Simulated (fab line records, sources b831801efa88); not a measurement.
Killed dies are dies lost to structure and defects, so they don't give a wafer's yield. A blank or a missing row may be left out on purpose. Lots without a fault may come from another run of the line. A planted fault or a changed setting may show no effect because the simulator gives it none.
fab line records | flow sky130
record lots=14 wafers=42 last_day=50
route steps=708 shown POLY_GATE@205 LDD_N@247 LDD_P@262 PAD_OPEN@708
lots that met no fault: from a run of the same line without faults
start_h: hours from the record's first day to the start of the lot's first wafer shown | wait_h: hours since the lot's step before | " the same as in the row above | L1.1+2: a row that stands for several wafers | - no value, or no start given | * or withheld: withheld | < > ~ a bound
route shown NAME@n: a module of which the file shows steps, and the number in the route of the first | usual: mean/standard deviation of fault-free wafers | same: alike in all rows | chamber/n: place in a boat | sites: the reading at each site | _std_site: their standard deviation | _edge_site: outer sites' mean less inner sites' | radius_mm: how far each site lies from the wafer's centre | mask NAME#n: copy n | behind: the tool/chamber that last shaped the wafer | hold: why the lot was held/for how many hours/how that ended | device: the transistor (n, p or np) that didn't switch | end of line: the same wafers' tests at the end of the route | a step without rows: its recipe alone | killed: dies lost to structure and defects at the first sort, not the wafer's yield | map: a wafer's dies, x killed, . not, _ none there
set.NAME: the setting as run; set.NAME@STEP: as run at that earlier step | model.NAME: the simulator's own value behind a step, which no gauge read
steps of the route over a sample of lots; a table a step, a row a wafer
services: from which hour (start_h, from the record's first day; less than 0 if before it) a tool's chamber was out of use, for how many hours, and why
## steps
# step SKY_POLY_GATE_THK_MEAS_01
# recipe reads=poly-Si_of_POLY_GATE_CVD_00
# usual POLY_GATE_CVD_00_THK=181.6/1.9
# columns lot.wafer tool chamber start_h wait_h POLY_GATE_CVD_00_THK[nm]
L195.1 film_metro-03 - 310.03 0.0 180.9
L195.3 " - " " 181.2
L195.4 " - " " 181.0
L196.4 film_metro-02 - 318.82 0.0 177.1
L196.5 " - " " 176.7
L196.6 " - " " 179.0
L197.3 film_metro-02 - 332.27 0.0 183.2
L197.5 " - " " 181.2
L197.6 " - " " 182.2
L198.1 film_metro-03 - 335.29 0.0 185.0
L198.5 " - " " 182.8
L198.6 " - " " 184.9
L199.2 film_metro-03 - 345.46 0.0 183.5
L199.3 " - " " 181.2
L199.5 " - " " 181.1
L203.3 film_metro-03 - 383.03 0.0 181.6
L203.5 " - " " 183.0
L203.6 " - " " 181.6
L204.2 film_metro-02 - 400.07 0.0 183.2
L204.3 " - " " 182.9
L204.4 " - " " 182.5
L206.2 film_metro-03 - 403.01 0.0 182.6
L206.3 " - " " 182.0
L206.4 " - " " 181.9
L210.1 film_metro-04 - 450.40 0.0 181.1
L210.2 " - " " 179.6
L210.4 " - " " 179.6
L211.2 film_metro-03 - 452.66 0.0 179.6
L211.3 " - " " 181.7
L211.6 " - " " 181.1
L214.1 film_metro-03 - 471.52 0.0 183.7
L214.2 " - " " 181.3
L214.5 " - " " 182.0
L216.1 film_metro-02 - 482.97 0.0 180.0
L216.3 " - " " 178.3
L216.4 " - " " 179.0
L217.1 film_metro-03 - 497.93 0.0 180.1
L217.2 " - " " 181.4
L217.5 " - " " 180.4
L218.2 film_metro-02 - 508.73 0.0 181.3
L218.4 " - " " 180.2
L218.6 " - " " 180.8
# step SKY_POLY_GATE_THK_MEAS_21
# recipe reads=SiO2_of_POLY_GATE_OXIDATION_20
# usual POLY_GATE_OXIDATION_THK=4.01/0.091
# columns lot.wafer tool chamber start_h wait_h POLY_GATE_OXIDATION_THK[nm]
L195.1 film_metro-04 - 370.60 0.0 3.93
L195.3 " - " " 3.76
L195.4 " - " " 3.88
L196.4 film_metro-04 - 377.63 0.0 3.93
L196.5 " - " " 3.97
L196.6 " - " " 3.95
L197.3 film_metro-03 - 391.71 0.0 3.90
L197.5 " - " " 3.99
L197.6 " - " " 3.89
L198.1 film_metro-02 - 395.82 0.0 4.00
L198.5 " - " " 3.96
L198.6 " - " " 4.01
L199.2 film_metro-03 - 421.51 0.0 4.07
L199.3 " - " " 4.04
L199.5 " - " " 4.13
L203.3 film_metro-03 - 446.24 0.0 4.08
L203.5 " - " " 4.08
L203.6 " - " " 4.06
L204.2 film_metro-03 - 465.87 0.0 4.00
L204.3 " - " " 4.02
L204.4 " - " " 4.07
L206.2 film_metro-02 - 468.85 0.0 3.94
L206.3 " - " " 3.90
L206.4 " - " " 3.95
L210.1 film_metro-02 - 513.92 0.0 4.00
L210.2 " - " " 3.95
L210.4 " - " " 4.06
L211.2 film_metro-02 - 516.43 0.0 3.87
L211.3 " - " " 4.01
L211.6 " - " " 3.95
L214.1 film_metro-03 - 538.01 0.0 4.00
L214.2 " - " " 3.98
L214.5 " - " " 3.96
L216.1 film_metro-03 - 547.23 0.0 4.04
L216.3 " - " " 3.96
L216.4 " - " " 4.04
L217.1 film_metro-04 - 561.73 0.0 4.04
L217.2 " - " " 4.10
L217.5 " - " " 4.02
L218.2 film_metro-03 - 576.86 0.0 3.99
L218.4 " - " " 3.82
L218.6 " - " " 3.93
# step SKY_LDD_N_IMPLANT_10
# recipe species=As energy_kev=20 dose_cm2=7.5e+13 tilt_deg=withheld rotation_deg=203
# usual beam_energy_keV=20.001/0.0055 beam_on_s=10.02/0.21 faraday_current_uA=422/9
# columns lot.wafer tool chamber start_h wait_h beam_energy_keV beam_on_s faraday_current_uA
L195.1 implanter-04 0 397.82 0.1 20.000 9.88 428
L195.3 " 0 " " 20.008 9.84 430
L195.4 " 0 " " 20.005 10.09 419
L196.4 implanter-02 0 405.74 0.1 20.005 10.05 418
L196.5 " 0 " " 19.999 9.95 422
L196.6 " 0 " " 20.008 10.46 405
L197.3 implanter-02 0 422.22 0.1 19.990 10.08 417
L197.5 " 0 " " 19.999 9.70 435
L197.6 " 0 " " 19.994 10.05 421
L198.1 implanter-04 0 426.67 0.1 20.004 9.91 426
L198.5 " 0 " " 19.997 10.25 414
L198.6 " 0 " " 19.997 10.07 421
L199.2 implanter-04 0 451.69 0.1 20.003 10.00 421
L199.3 " 0 " " 20.001 10.02 420
L199.5 " 0 " " 19.991 9.80 429
L203.3 implanter-04 0 478.00 0.1 20.001 9.91 427
L203.5 " 0 " " 20.000 10.28 411
L203.6 " 0 " " 19.992 10.18 417
L204.2 implanter-04 0 496.29 0.1 16.900 11.96 352
L204.3 " 0 " " 16.907 11.81 356
L204.4 " 0 " " 16.898 11.23 376
L206.2 implanter-04 0 499.77 0.1 16.903 11.04 383
L206.3 " 0 " " 16.894 11.65 364
L206.4 " 0 " " 16.894 11.36 372
L210.1 implanter-01 0 544.05 0.1 20.007 9.97 425
L210.2 " 0 " " 20.003 10.05 419
L210.4 " 0 " " 20.003 9.82 429
L211.2 implanter-02 0 547.35 0.1 20.005 9.82 428
L211.3 " 0 " " 19.996 10.15 417
L211.6 " 0 " " 20.002 10.24 414
L214.1 implanter-02 0 567.32 0.1 20.008 10.12 417
L214.2 " 0 " " 20.002 10.37 408
L214.5 " 0 " " 20.005 10.06 420
L216.1 implanter-04 0 576.50 0.1 19.995 10.14 417
L216.3 " 0 " " 20.002 10.50 404
L216.4 " 0 " " 20.003 10.07 421
L217.1 implanter-01 0 591.27 0.1 19.995 10.02 421
L217.2 " 0 " " 20.004 9.74 435
L217.5 " 0 " " 20.002 9.90 425
L218.2 implanter-02 0 606.75 0.1 19.998 10.15 418
L218.4 " 0 " " 20.001 10.28 411
L218.6 " 0 " " 20.016 9.99 422
# step SKY_LDD_P_CD_MEAS_07
# recipe target_cd_nm=380
# usual cd_nm=379.9/2.4
# columns lot.wafer tool chamber start_h wait_h cd_nm
L195.1 cd_sem-01 - 429.01 0.1 373.7
L195.3 " - " " 375.0
L195.4 " - " " 374.7
L196.4 cd_sem-01 - 436.75 0.1 376.8
L196.5 " - " " 378.8
L196.6 " - " " 380.7
L197.3 cd_sem-02 - 453.18 0.1 379.0
L197.5 " - " " 381.4
L197.6 " - " " 380.1
L198.1 cd_sem-02 - 459.09 0.1 377.9
L198.5 " - " " 378.7
L198.6 " - " " 377.8
L199.2 cd_sem-01 - 482.83 0.1 384.0
L199.3 " - " " 383.3
L199.5 " - " " 382.8
L203.3 cd_sem-02 - 509.89 0.1 381.1
L203.5 " - " " 383.3
L203.6 " - " " 381.0
L204.2 cd_sem-01 - 526.81 0.1 380.1
L204.3 " - " " 380.8
L204.4 " - " " 378.3
L206.2 cd_sem-02 - 530.92 0.1 382.9
L206.3 " - " " 383.7
L206.4 " - " " 384.3
L210.1 cd_sem-01 - 574.66 0.1 377.8
L210.2 " - " " 379.3
L210.4 " - " " 381.1
L211.2 cd_sem-02 - 577.43 0.1 378.8
L211.3 " - " " 377.4
L211.6 " - " " 381.2
L214.1 cd_sem-01 - 596.35 0.1 382.0
L214.2 " - " " 381.6
L214.5 " - " " 381.1
L216.1 cd_sem-02 - 606.68 0.1 379.0
L216.3 " - " " 379.8
L216.4 " - " " 379.6
L217.1 cd_sem-01 - 621.45 0.1 381.0
L217.2 " - " " 379.9
L217.5 " - " " 380.4
L218.2 cd_sem-01 - 636.55 0.1 381.6
L218.4 " - " " 382.0
L218.6 " - " " 380.2
# step SKY_PAD_OPEN_PROBE_99
# usual killed_at_M0_to_M3=43/6.4 killed_at_M4_up=3.5/1.8 killed_at_contacts=25/5.7 killed_at_front_end=15/3.9 killed_at_other=0.3/0.67 killed_dies=87/8.6 killed_on_rim=17/3.9 killed_open=47/6.7 killed_short=39/5.9
# same gross_dies=492 killed_at_back_side=0
# columns lot.wafer tool chamber start_h wait_h killed_at_M0_to_M3 killed_at_M4_up killed_at_contacts killed_at_front_end killed_at_other killed_dies killed_on_rim killed_open killed_short
L195.1 prober-02 - 1073.03 0.1 37 2 17 10 0 66 10 40 26
L195.3 prober-02 - 1073.13 0.2 35 5 27 14 2 83 16 45 38
L195.4 prober-02 - 1073.18 0.2 44 5 22 21 0 92 16 50 42
L196.4 prober-01 - 1074.68 0.2 46 4 20 15 1 86 18 44 42
L196.5 prober-01 - 1074.73 0.2 52 2 26 11 0 91 24 57 34
L196.6 prober-01 - 1074.78 0.2 32 6 32 19 0 89 17 44 44
L197.3 prober-01 - 1088.53 0.2 41 3 32 9 0 85 19 44 41
L197.5 prober-01 - 1088.63 0.2 38 3 29 18 0 88 11 46 41
L197.6 prober-01 - 1088.68 0.2 34 4 28 12 0 78 15 43 34
L198.1 prober-01 - 1091.06 0.1 42 1 24 14 2 83 21 44 39
L198.5 prober-01 - 1091.26 0.2 44 2 20 21 0 87 15 47 40
L198.6 prober-01 - 1091.31 0.2 46 2 36 20 0 104 22 61 43
L199.2 prober-02 - 1107.64 0.1 44 4 25 14 1 88 17 42 46
L199.3 prober-02 - 1107.69 0.2 42 5 30 7 0 84 14 41 42
L199.5 prober-02 - 1107.79 0.2 51 7 18 10 0 86 14 49 36
L203.3 prober-02 - 1125.52 0.2 43 1 34 20 0 98 23 66 31
L203.5 prober-02 - 1125.62 0.2 43 6 25 21 0 95 18 50 44
L203.6 prober-02 - 1125.67 0.2 37 5 23 15 1 81 22 48 32
L204.2 prober-01 - 1137.51 0.1 41 1 23 22 0 87 16 50 37
L204.3 prober-01 - 1137.56 0.2 40 3 28 19 1 91 14 45 46
L204.4 prober-01 - 1137.61 0.2 48 1 19 24 0 92 13 51 41
L206.2 prober-02 - 1142.18 0.1 43 3 23 15 0 84 18 37 46
L206.3 prober-02 - 1142.23 0.2 39 2 23 12 1 77 21 40 36
L206.4 prober-02 - 1142.28 0.2 31 4 29 12 0 76 15 45 31
L210.1 prober-01 - 1165.31 0.1 47 2 23 12 0 84 17 46 38
L210.2 prober-01 - 1165.36 0.1 55 4 27 9 1 96 21 54 42
L210.4 prober-01 - 1165.46 0.2 32 5 29 17 1 84 14 49 35
L211.2 prober-02 - 1170.65 0.1 46 2 20 21 0 89 16 42 47
L211.3 prober-02 - 1170.70 0.2 46 2 20 20 0 88 20 47 41
L211.6 prober-02 - 1170.85 0.2 40 4 27 30 0 101 12 60 41
L214.1 prober-01 - 1180.09 0.1 50 4 26 14 0 94 23 36 58
L214.2 prober-01 - 1180.14 0.1 41 4 32 11 0 88 21 49 39
L214.5 prober-01 - 1180.29 0.2 47 8 20 11 1 87 18 55 32
L216.1 prober-01 - 1184.56 0.1 37 1 22 13 0 73 18 40 33
L216.3 prober-01 - 1184.66 0.2 41 1 36 15 0 93 15 54 39
L216.4 prober-01 - 1184.71 0.2 48 2 27 17 1 95 22 52 43
L217.1 prober-02 - 1192.49 0.1 45 4 38 17 1 105 21 49 55
L217.2 prober-02 - 1192.54 0.1 50 2 31 15 2 100 17 53 46
L217.5 prober-02 - 1192.69 0.2 52 0 29 13 1 95 24 53 41
L218.2 prober-02 - 1201.45 0.1 37 5 24 15 0 81 16 52 29
L218.4 prober-02 - 1201.55 0.2 40 3 30 19 0 92 19 50 42
L218.6 prober-02 - 1201.65 0.2 45 4 19 15 0 83 12 44 39
# killed by level:class
L195.1 VIA3:geometric_particle:open=10 CONTACT:geometric_particle:open=6 VIA2:geometric_particle:open=6 POLY_GATE:geometric_particle:open=5 VIA1:geometric_particle:open=5 METAL1:geometric_particle:short=4 LI_CONTACT:geometric_particle:open=4 VIA2:geometric_particle:short=3
L195.3 LI_CONTACT:geometric_particle:open=9 CONTACT:geometric_particle:open=7 CONTACT:geometric_particle:short=7 VIA1:geometric_particle:open=6 VIA3:geometric_particle:open=6 METAL4:geometric_particle:short=5 POLY_GATE:geometric_particle:open=4 METAL2:geometric_particle:short=4
L195.4 VIA3:geometric_particle:open=10 VIA1:geometric_particle:open=8 LI_CONTACT:geometric_particle:open=8 FIELD_ISO:geometric_particle:open=7 SPACER:geometric_particle:short=6 CONTACT:geometric_particle:open=6 LOCAL_INTERCONNECT:geometric_particle:short=4 METAL4:geometric_particle:short=4
L196.4 CONTACT:geometric_particle:open=11 VIA1:geometric_particle:open=10 METAL2:geometric_particle:short=6 FIELD_ISO:geometric_particle:open=5 VIA1:geometric_particle:short=5 METAL1:geometric_particle:short=5 VIA2:geometric_particle:open=5 VIA3:geometric_particle:short=4
L196.5 VIA2:geometric_particle:open=11 LI_CONTACT:geometric_particle:open=10 VIA3:geometric_particle:open=8 CONTACT:geometric_particle:open=8 METAL2:geometric_particle:short=8 VIA1:geometric_particle:open=7 VIA2:geometric_particle:short=5 FIELD_ISO:geometric_particle:short=4
L196.6 LI_CONTACT:geometric_particle:open=12 METAL1:geometric_particle:short=8 LOCAL_INTERCONNECT:geometric_particle:short=7 FIELD_ISO:geometric_particle:open=6 VIA1:geometric_particle:open=6 CONTACT:geometric_particle:open=6 METAL2:geometric_particle:short=5 FIELD_ISO:geometric_particle:short=4
L197.3 LI_CONTACT:geometric_particle:open=8 VIA1:geometric_particle:open=8 CONTACT:geometric_particle:open=7 VIA1:geometric_particle:short=7 LI_CONTACT:geometric_particle:short=6 VIA3:geometric_particle:open=6 CONTACT:geometric_particle:short=5 METAL2:geometric_particle:short=5
L197.5 CONTACT:geometric_particle:open=9 LOCAL_INTERCONNECT:geometric_particle:short=7 VIA1:geometric_particle:open=7 VIA3:geometric_particle:open=7 FIELD_ISO:geometric_particle:short=6 FIELD_ISO:geometric_particle:open=5 METAL2:geometric_particle:short=5 VIA2:geometric_particle:open=5
L197.6 CONTACT:geometric_particle:open=13 VIA1:geometric_particle:open=8 LOCAL_INTERCONNECT:geometric_particle:short=5 METAL2:geometric_particle:short=5 METAL2:geometric_particle:open=5 VIA2:geometric_particle:open=5 LI_CONTACT:geometric_particle:open=4 CONTACT:geometric_particle:short=4
L198.1 LI_CONTACT:geometric_particle:open=9 VIA3:geometric_particle:open=9 POLY_GATE:geometric_particle:short=6 CONTACT:geometric_particle:open=6 VIA1:geometric_particle:open=6 METAL2:geometric_particle:short=6 METAL1:geometric_particle:short=5 VIA2:geometric_particle:short=5
L198.5 METAL2:geometric_particle:short=8 CONTACT:geometric_particle:open=8 VIA1:geometric_particle:open=7 VIA2:geometric_particle:open=6 FIELD_ISO:geometric_particle:open=5 LI_CONTACT:geometric_particle:open=5 METAL1:geometric_particle:short=5 VIA1:geometric_particle:short=5
L198.6 CONTACT:geometric_particle:open=12 VIA3:geometric_particle:open=9 LI_CONTACT:geometric_particle:open=8 VIA1:geometric_particle:open=8 VIA2:geometric_particle:open=8 LOCAL_INTERCONNECT:geometric_particle:short=7 POLY_GATE:geometric_particle:open=6 CONTACT:geometric_particle:short=6
L199.2 CONTACT:geometric_particle:open=13 VIA1:geometric_particle:open=11 FIELD_ISO:geometric_particle:short=5 LOCAL_INTERCONNECT:geometric_particle:short=5 METAL1:geometric_particle:short=5 VIA1:geometric_particle:short=5 VIA2:geometric_particle:open=5 METAL2:geometric_particle:short=4
L199.3 CONTACT:geometric_particle:open=14 VIA1:geometric_particle:short=7 CONTACT:geometric_particle:short=7 VIA3:geometric_particle:open=6 VIA1:geometric_particle:open=5 VIA2:geometric_particle:short=5 VIA2:geometric_particle:open=4 METAL1:geometric_particle:short=4
L199.5 VIA1:geometric_particle:open=13 CONTACT:geometric_particle:open=8 VIA3:geometric_particle:open=7 METAL2:geometric_particle:short=6 VIA1:geometric_particle:short=5 VIA2:geometric_particle:open=5 METAL4:geometric_particle:short=5 VIA2:geometric_particle:short=4
L203.3 CONTACT:geometric_particle:open=18 VIA1:geometric_particle:open=11 VIA3:geometric_particle:open=9 VIA2:geometric_particle:open=7 POLY_GATE:geometric_particle:open=6 LOCAL_INTERCONNECT:geometric_particle:short=6 VIA1:geometric_particle:short=5 FIELD_ISO:geometric_particle:short=4
L203.5 CONTACT:geometric_particle:open=12 POLY_GATE:geometric_particle:open=9 VIA1:geometric_particle:open=9 METAL2:geometric_particle:short=8 METAL1:geometric_particle:short=7 METAL4:geometric_particle:short=6 METAL1:geometric_particle:open=5 VIA1:geometric_particle:short=5
L203.6 CONTACT:geometric_particle:open=11 VIA1:geometric_particle:open=11 FIELD_ISO:geometric_particle:open=7 METAL1:geometric_particle:short=7 METAL4:geometric_particle:short=5 METAL3:geometric_particle:short=5 VIA3:geometric_particle:open=5 LI_CONTACT:geometric_particle:open=4
L204.2 VIA1:geometric_particle:open=11 CONTACT:geometric_particle:open=10 POLY_GATE:geometric_particle:short=7 VIA3:geometric_particle:open=7 CONTACT:geometric_particle:short=6 FIELD_ISO:geometric_particle:open=5 FIELD_ISO:geometric_particle:short=5 LI_CONTACT:geometric_particle:open=5
L204.3 CONTACT:geometric_particle:open=11 LI_CONTACT:geometric_particle:open=7 METAL2:geometric_particle:short=7 VIA3:geometric_particle:open=7 METAL1:geometric_particle:short=6 FIELD_ISO:geometric_particle:short=5 FIELD_ISO:geometric_particle:open=5 VIA1:geometric_particle:open=5
L204.4 VIA1:geometric_particle:open=15 CONTACT:geometric_particle:open=7 METAL2:geometric_particle:short=6 FIELD_ISO:geometric_particle:short=5 METAL1:geometric_particle:short=5 VIA3:geometric_particle:open=5 FIELD_ISO:geometric_particle:open=4 POLY_GATE:geometric_particle:open=4
L206.2 CONTACT:geometric_particle:open=8 METAL2:geometric_particle:short=7 VIA1:geometric_particle:open=7 POLY_GATE:geometric_particle:short=5 LI_CONTACT:geometric_particle:short=5 VIA3:geometric_particle:short=5 VIA3:geometric_particle:open=5 VIA2:geometric_particle:open=4
L206.3 CONTACT:geometric_particle:open=9 VIA1:geometric_particle:open=9 VIA2:geometric_particle:open=6 POLY_GATE:geometric_particle:short=5 LI_CONTACT:geometric_particle:open=5 VIA3:geometric_particle:short=5 VIA3:geometric_particle:open=5 LOCAL_INTERCONNECT:geometric_particle:short=4
L206.4 CONTACT:geometric_particle:open=11 VIA1:geometric_particle:open=8 LI_CONTACT:geometric_particle:open=7 METAL2:geometric_particle:short=5 POLY_GATE:geometric_particle:open=4 LI_CONTACT:geometric_particle:short=3 LOCAL_INTERCONNECT:geometric_particle:short=3 CONTACT:geometric_particle:short=3
L210.1 VIA1:geometric_particle:open=12 CONTACT:geometric_particle:open=8 LI_CONTACT:geometric_particle:open=7 VIA1:geometric_particle:short=6 VIA3:geometric_particle:open=5 METAL1:geometric_particle:short=5 METAL2:geometric_particle:short=4 VIA2:geometric_particle:short=4
L210.2 VIA1:geometric_particle:open=21 LI_CONTACT:geometric_particle:open=10 METAL1:geometric_particle:short=10 VIA3:geometric_particle:open=8 LOCAL_INTERCONNECT:geometric_particle:short=6 CONTACT:geometric_particle:open=5 FIELD_ISO:geometric_particle:short=4 VIA2:geometric_particle:short=4
L210.4 LI_CONTACT:geometric_particle:open=8 CONTACT:geometric_particle:open=7 VIA2:geometric_particle:open=7 VIA1:geometric_particle:open=6 FIELD_ISO:geometric_particle:open=5 CONTACT:geometric_particle:short=5 LOCAL_INTERCONNECT:geometric_particle:short=5 METAL2:geometric_particle:short=5
L211.2 METAL2:geometric_particle:short=10 METAL1:geometric_particle:short=8 VIA3:geometric_particle:open=8 LI_CONTACT:geometric_particle:open=7 FIELD_ISO:geometric_particle:short=6 VIA2:geometric_particle:open=6 POLY_GATE:geometric_particle:open=5 CONTACT:geometric_particle:open=5
L211.3 VIA3:geometric_particle:open=9 FIELD_ISO:geometric_particle:open=8 CONTACT:geometric_particle:open=7 VIA3:geometric_particle:short=7 VIA2:geometric_particle:open=6 LI_CONTACT:geometric_particle:open=5 METAL1:geometric_particle:short=5 VIA1:geometric_particle:open=5
L211.6 LI_CONTACT:geometric_particle:open=10 VIA1:geometric_particle:open=10 FIELD_ISO:geometric_particle:short=7 CONTACT:geometric_particle:open=7 FIELD_ISO:geometric_particle:open=6 POLY_GATE:geometric_particle:open=6 METAL1:geometric_particle:short=6 VIA3:geometric_particle:open=6
L214.1 VIA1:geometric_particle:open=10 VIA1:geometric_particle:short=9 LI_CONTACT:geometric_particle:open=7 CONTACT:geometric_particle:open=7 METAL1:geometric_particle:short=7 METAL3:geometric_particle:short=6 FIELD_ISO:geometric_particle:short=5 LI_CONTACT:geometric_particle:short=5
L214.2 CONTACT:geometric_particle:open=12 LI_CONTACT:geometric_particle:open=9 VIA1:geometric_particle:open=7 CONTACT:geometric_particle:short=6 VIA3:geometric_particle:open=6 FIELD_ISO:geometric_particle:open=5 VIA2:geometric_particle:short=5 METAL1:geometric_particle:short=5
L214.5 VIA1:geometric_particle:open=16 CONTACT:geometric_particle:open=7 METAL1:geometric_particle:short=7 VIA3:geometric_particle:open=7 LOCAL_INTERCONNECT:geometric_particle:short=6 VIA2:geometric_particle:open=6 METAL2:geometric_particle:short=5 METAL4:geometric_particle:short=4
L216.1 VIA1:geometric_particle:open=8 VIA3:geometric_particle:open=8 CONTACT:geometric_particle:open=7 VIA2:geometric_particle:open=6 CONTACT:geometric_particle:short=6 LOCAL_INTERCONNECT:geometric_particle:short=5 LI_CONTACT:geometric_particle:open=4 VIA3:geometric_particle:short=4
L216.3 CONTACT:geometric_particle:open=17 LI_CONTACT:geometric_particle:open=7 VIA2:geometric_particle:open=7 LOCAL_INTERCONNECT:geometric_particle:short=6 VIA1:geometric_particle:open=6 METAL2:geometric_particle:short=6 FIELD_ISO:geometric_particle:open=5 VIA3:geometric_particle:short=5
L216.4 LI_CONTACT:geometric_particle:open=13 VIA1:geometric_particle:open=8 VIA3:geometric_particle:open=8 FIELD_ISO:geometric_particle:short=7 VIA2:geometric_particle:open=7 LOCAL_INTERCONNECT:geometric_particle:short=6 METAL2:geometric_particle:short=5 FIELD_ISO:geometric_particle:open=4
L217.1 CONTACT:geometric_particle:open=12 LI_CONTACT:geometric_particle:open=10 VIA1:geometric_particle:open=10 LOCAL_INTERCONNECT:geometric_particle:short=6 VIA1:geometric_particle:short=6 FIELD_ISO:geometric_particle:short=5 LI_CONTACT:geometric_particle:short=5 CONTACT:geometric_particle:short=5
L217.2 VIA3:geometric_particle:open=11 CONTACT:geometric_particle:open=10 LOCAL_INTERCONNECT:geometric_particle:short=8 METAL1:geometric_particle:short=7 FIELD_ISO:geometric_particle:open=6 VIA2:geometric_particle:short=6 CONTACT:geometric_particle:short=5 LI_CONTACT:geometric_particle:open=5
L217.5 CONTACT:geometric_particle:open=13 VIA1:geometric_particle:open=11 VIA2:geometric_particle:short=10 VIA2:geometric_particle:open=9 FIELD_ISO:geometric_particle:open=6 LI_CONTACT:geometric_particle:open=6 LOCAL_INTERCONNECT:geometric_particle:short=6 VIA3:geometric_particle:short=5
L218.2 CONTACT:geometric_particle:open=8 LI_CONTACT:geometric_particle:open=8 VIA2:geometric_particle:open=8 VIA1:geometric_particle:open=7 POLY_GATE:geometric_particle:open=5 METAL1:geometric_particle:short=5 LI_CONTACT:geometric_particle:short=4 FIELD_ISO:geometric_particle:open=3
L218.4 CONTACT:geometric_particle:open=9 LI_CONTACT:geometric_particle:open=7 VIA1:geometric_particle:open=7 VIA3:geometric_particle:open=6 LI_CONTACT:geometric_particle:short=5 LOCAL_INTERCONNECT:geometric_particle:short=5 VIA2:geometric_particle:open=5 VIA2:geometric_particle:short=5
L218.6 VIA1:geometric_particle:open=9 METAL2:geometric_particle:short=8 CONTACT:geometric_particle:open=8 VIA2:geometric_particle:open=6 METAL1:geometric_particle:short=6 VIA3:geometric_particle:open=6 LI_CONTACT:geometric_particle:open=5 FIELD_ISO:geometric_particle:open=4
## services
# columns tool chamber start_h hours kind
implanter-01 - 385.45 2.8 pm
implanter-02 - 393.82 0.6 repair
implanter-01 - 441.94 8.8 pm
implanter-04 - 508.45 1.9 repair
implanter-02 - 532.71 2.3 repair
implanter-01 - 532.90 6.1 repair
implanter-04 - 537.33 2.5 pm
implanter-01 - 561.94 1.4 repair
implanter-02 - 568.22 2.8 pm
implanter-04 - 593.93 3.0 pm
## key
first_sign step=SKY_LDD_N_IMPLANT_10 reading=beam_energy_keV direction=down sigmas=99+ usual=* struck=*
effect step=SKY_LDD_N_IMPLANT_10 reading=beam_on_s direction=up sigmas=7 usual=10.02 struck=11.51
met_at SKY_LDD_N_IMPLANT_10
struck_lots L204,L206
tester_left_out L204,L206
not_acting_at SKY_POLY_GATE_THK_MEAS_01,SKY_POLY_GATE_THK_MEAS_21,SKY_LDD_P_CD_MEAS_07
onset_between 478.00 496.29
fault kind=process_parameter_drift tool=implanter-04 chamber=- onset_h=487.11 steps=SKY_LDD_N_IMPLANT_10 channel=energy_kev offset=* shape=step end_h=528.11 acts_in=* stated=*
# tester_left_out: of these lots the tester's yield and bins aren't shown, on N5 and GAA mostly nor the transistor test; their killed dies are dies lost to structure and defects alone, not to doping, threshold or leakage, so they don't give the yield
